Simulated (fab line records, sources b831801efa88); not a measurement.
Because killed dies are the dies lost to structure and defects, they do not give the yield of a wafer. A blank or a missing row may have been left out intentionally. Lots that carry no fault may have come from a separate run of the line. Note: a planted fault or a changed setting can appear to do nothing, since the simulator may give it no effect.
Which tool was responsible? | flow gf180mcu | 6 lots with 18 wafers sampled at 2 steps, on a route of 602 steps

WHAT EACH GAUGE READ, for each wafer
GF_HV_LDD_THK_MEAS_57.
lot  | measured     | on           | HV_LDD_CVD_56_THK (nm)
L505 | day 13 02:29 | filmMetro-02 | 91.1 90.8 91.5
L508 | day 14 00:35 | filmMetro-02 | 91.2 91.4 91.3
L516 | day 16 12:01 | filmMetro-03 | 117.5 118.1 117.2
L520 | day 17 23:58 | filmMetro-04 | 88.8 89.3 89.9
L522 | day 18 13:48 | filmMetro-03 | 90.2 90.5 90.9
L527 | day 20 12:39 | filmMetro-02 | 88.1 88.0 88.5

TOOL THAT RAN EACH LOT (tool first, then ch and the chambers of the sampled wafers, then the start)
lot  | GF_HV_LDD_CVD_56
L505 | lpcvd-02 ch 0, day 13 01:02
L508 | lpcvd-01 ch 0, day 13 23:08
L516 | lpcvd-02 ch 0, day 16 10:35
L520 | lpcvd-02 ch 1, day 17 22:32
L522 | lpcvd-01 ch 0, day 18 12:22
L527 | lpcvd-01 ch 1, day 20 11:13
- GF_HV_LDD_CVD_56: deposits Si3N4 from DCS/NH3, target thk 90 nm, time 1543 s.

THE ANSWER, worked out from the rows above alone
Rule: what is usual is taken from the lots themselves. The widest of any qualifying gaps counts: lots, ordered by their means at a reading, are off when they make up no more than a third of the lots, leave a main group of 4 or more, and stand apart from it by 3 or more times the standard deviation of that group's means. A main group whose means are all the same, to the digits that the tables above print for the reading, isn't used. A lot without any number at a reading at which 4 lots or more have one is off too. Where the step has rows for the other lots, those lots are counted as sound.
Off: L516, at GF_HV_LDD_THK_MEAS_57 (HV_LDD_CVD_56_THK). For the main group the mean is 90.1 nm and the standard deviation 1.2.
A tool fits if, at a process step before that reading, it ran every lot that is off, and no sound lot after the first of them. Those tools and the gauges at GF_HV_LDD_THK_MEAS_57 are tried in the same way. Not one of the candidates tried fits.

WHAT THE SIMULATOR HAD INSERTED
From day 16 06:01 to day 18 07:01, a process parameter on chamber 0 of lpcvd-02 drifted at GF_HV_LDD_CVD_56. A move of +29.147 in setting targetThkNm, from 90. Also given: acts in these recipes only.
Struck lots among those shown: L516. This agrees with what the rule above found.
